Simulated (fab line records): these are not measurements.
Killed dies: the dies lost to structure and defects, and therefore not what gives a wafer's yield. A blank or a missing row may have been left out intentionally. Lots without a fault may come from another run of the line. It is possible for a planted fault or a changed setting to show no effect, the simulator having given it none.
Which of the tools did it? ; flow gf180mcu ; 6 lots, 18 wafers sampled, at 2 steps of a route of 602

## WHAT THE GAUGES SHOWED, per wafer
GF_M3_CD_MEAS_14: target cd 280 nm.
lot;measured;on;cd-nm (nm)
L989;day 22 03:24;cd-sem-01;279.1 280.0 279.9
L992;day 23 08:04;cd-sem-01;278.7 278.8 280.4
L995;day 24 09:24;cd-sem-01;278.0 278.9 279.0
L998;day 25 08:36;cd-sem-02;280.7 281.3 280.2
L101;day 26 06:24;cd-sem-01;278.7 280.7 277.3
L103;day 27 00:37;cd-sem-02;283.0 284.5 283.9

## TOOL THAT RAN EACH LOT (tool first, then ch and the chambers of the sampled wafers, then the start)
lot;GF_M3_SOFTBAKE_10
L989;litho-track-04 ch 0, day 21 15:42
L992;litho-track-04 ch 0, day 22 20:18
L995;litho-track-04 ch 0, day 23 22:15
L998;litho-track-04 ch 0, day 24 22:06
L101;litho-track-04 ch 0, day 25 19:57
L103;litho-track-04 ch 0, day 26 13:50
- GF_M3_SOFTBAKE_10: time 60 s.

## THE ANSWER, worked out from the rows above alone
Rule: usual is defined by the lots themselves. The widest of any qualifying gaps counts: lots, ordered by their means at a reading, are off when they make up no more than a third of the lots, leave a main group of 4 or more, and stand apart from it by 3 or more times the standard deviation of that group's means. A main group whose means are all the same, to the digits that the tables above print for the reading, isn't used. Also off: a lot with no number at a reading for which 4 or more lots have one. The other lots that the step has rows for count as sound.
Off, at GF_M3_CD_MEAS_14 on cd-nm: L103. Mean 279.4 nm and standard deviation 0.73 in the main group.
A tool fits if, at a process step before that reading, it ran every lot that is off, and no sound lot after the first of them. Gauges at GF_M3_CD_MEAS_14: tried the same way as those tools. Can't be told from this: 2 tools fit, litho-track-04 at GF_M3_SOFTBAKE_10, cd-sem-02 at GF_M3_CD_MEAS_14.

## WHAT WAS PUT IN BY THE SIMULATOR
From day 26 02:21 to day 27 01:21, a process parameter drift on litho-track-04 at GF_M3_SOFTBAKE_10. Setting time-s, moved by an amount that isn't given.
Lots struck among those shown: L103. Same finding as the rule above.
